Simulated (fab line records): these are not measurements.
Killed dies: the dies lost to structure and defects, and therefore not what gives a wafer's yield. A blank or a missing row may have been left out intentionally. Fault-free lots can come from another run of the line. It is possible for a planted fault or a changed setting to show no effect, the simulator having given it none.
Which tool did it? / flow gf180mcu / 6 lots, 18 wafers sampled, at 3 steps of a route of 602

## WHAT THE GAUGES SHOWED, per wafer
GF_SALICIDE_THK_MEAS_05: measures by xrf.
lot=L919; measured=day 16 07:32; on=film metro-03; SALICIDE_TIN_THK (nm)=20.4 20.4 20.4
lot=L926; measured=day 19 01:34; on=film metro-03; SALICIDE_TIN_THK (nm)=22.7 22.3 22.1
lot=L930; measured=day 20 19:26; on=film metro-02; SALICIDE_TIN_THK (nm)=21.3 21.2 21.3
lot=L934; measured=day 22 01:54; on=film metro-02; SALICIDE_TIN_THK (nm)=20.8 20.4 21.0
lot=L936; measured=day 22 10:25; on=film metro-03; SALICIDE_TIN_THK (nm)=21.0 21.4 20.8
lot=L937; measured=day 22 16:20; on=film metro-02; SALICIDE_TIN_THK (nm)=20.8 21.1 20.6

## EACH LOT AND THE TOOL THAT RAN IT (in order: tool; ch and the chambers of the sampled wafers; start)
lot=L919; GF_SAB_STRIP_13=plasma asher-02 ch 0,1, day 16 07:10; GF_SALICIDE_SPUTTER_03=pvd sputter-03, day 16 07:22
lot=L926; GF_SAB_STRIP_13=plasma asher-03 ch 0,1, day 19 01:10; GF_SALICIDE_SPUTTER_03=pvd sputter-03, day 19 01:25
lot=L930; GF_SAB_STRIP_13=plasma asher-01 ch 0,1, day 20 19:04; GF_SALICIDE_SPUTTER_03=pvd sputter-01, day 20 19:17
lot=L934; GF_SAB_STRIP_13=plasma asher-01 ch 0, day 22 01:32; GF_SALICIDE_SPUTTER_03=pvd sputter-02, day 22 01:45
lot=L936; GF_SAB_STRIP_13=plasma asher-03 ch 0,1, day 22 10:03; GF_SALICIDE_SPUTTER_03=pvd sputter-02, day 22 10:16
lot=L937; GF_SAB_STRIP_13=plasma asher-01 ch 0,1, day 22 15:58; GF_SALICIDE_SPUTTER_03=pvd sputter-02, day 22 16:11
- GF_SAB_STRIP_13: strips in O2/N2.
- GF_SALICIDE_SPUTTER_03: material TiN, target thk 20 nm, time 17.46 s.

## THE ANSWER, worked out from the rows above alone
Rule: usual is defined by the lots themselves. Put in order of their means at a reading, lots are off if they are a third of the lots or fewer, leave a main group of 4 or more, and stand apart from it by a gap of 3 or more times the standard deviation of the main group's means; of several such gaps the widest counts. Not used: any main group whose means are identical at the precision the tables above print for the reading. A lot without any number at a reading at which 4 lots or more have one is off too. Where the step has rows for the other lots, those lots are counted as sound.
Off: L926, seen at GF_SALICIDE_THK_MEAS_05 (SALICIDE_TIN_THK). The main group: mean 20.9 nm, standard deviation 0.3.
If a tool, at a process step before that reading, ran all the lots that are off and no sound lot after the first of them, it fits. Those tools and the gauges at GF_SALICIDE_THK_MEAS_05 are tried in the same way. One candidate fits, namely pvd sputter-03 at GF_SALICIDE_SPUTTER_03. Its last sound lot is L919 (day 16 07:22), its first lot that is off L926 (day 19 01:25): a fault that began between those two fits.

## WHAT THE SIMULATOR HAD PUT IN
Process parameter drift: pvd sputter-03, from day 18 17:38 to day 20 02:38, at GF_SALICIDE_SPUTTER_03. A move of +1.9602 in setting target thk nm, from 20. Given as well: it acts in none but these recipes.
Shown lots that were struck: L926. Same finding as the rule above.
